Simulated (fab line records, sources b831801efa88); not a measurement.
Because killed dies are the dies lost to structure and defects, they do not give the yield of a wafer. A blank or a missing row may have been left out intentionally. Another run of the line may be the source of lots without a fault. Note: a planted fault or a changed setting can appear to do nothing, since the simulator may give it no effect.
Matching of chambers ; flow gf180mcu ; GF_STI_ETCH_13 on rie-diel-02: 4 sister chambers
The step etches the open film in CHF3/O2, stops on Si, target depth 282.31 nm, time 112.9 s. 7 wafers are shown with their chamber, then 7 later ones without.

## WAFERS PAIRED WITH THEIR CHAMBERS
wafer;chamber;throttle-valve-pct (%);oes-product-au (a.u.)
L953.6;0;8.817;0.828
L955.5;0;8.796;0.827
L957.1;1;8.806;0.834
L957.3;2;8.812;0.828
L957.5;2;8.811;0.831
L958.2;3;8.820;0.829
L958.3;1;8.802;0.836

## WAFERS WITHOUT THEIR CHAMBER
wafer;throttle-valve-pct (%);oes-product-au (a.u.)
L958.5;8.799;0.819
L969.2;8.812;0.842
L969.4;8.833;0.839
L969.5;8.812;0.838
L971.1;8.825;0.831
L971.2;8.812;0.836
L971.3;8.818;0.834

## WHICH CHAMBER EACH ONE RAN IN
wafer;from the rows above;in truth
L958.5;can't be placed: 0 or 3 or 2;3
L969.2;1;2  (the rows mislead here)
L969.4;1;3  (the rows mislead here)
L969.5;1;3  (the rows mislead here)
L971.1;can't be placed: 3 or 2 or 0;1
L971.2;1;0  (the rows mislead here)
L971.3;can't be placed: 1 or 2 or 3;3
Correctly placed: 0 of 7. From these rows, 3 cannot be placed; in 2 the true chamber is one of the candidates. Placed wrongly: 4.
How it was worked out, from the rows above alone: a wafer's distance from a chamber is the root of the sum, over the readings, of the square of ((its reading less the chamber's mean) divided by the reading's scatter). The wafer belongs to the nearest chamber; if the next one is less than 2 further off, it can't be placed. A chamber's mean is the mean of its shown wafers. The scatter: take each reading less its chamber's mean, square it, sum over the shown wafers, divide by the number of wafers less the number of chambers, and take the root.
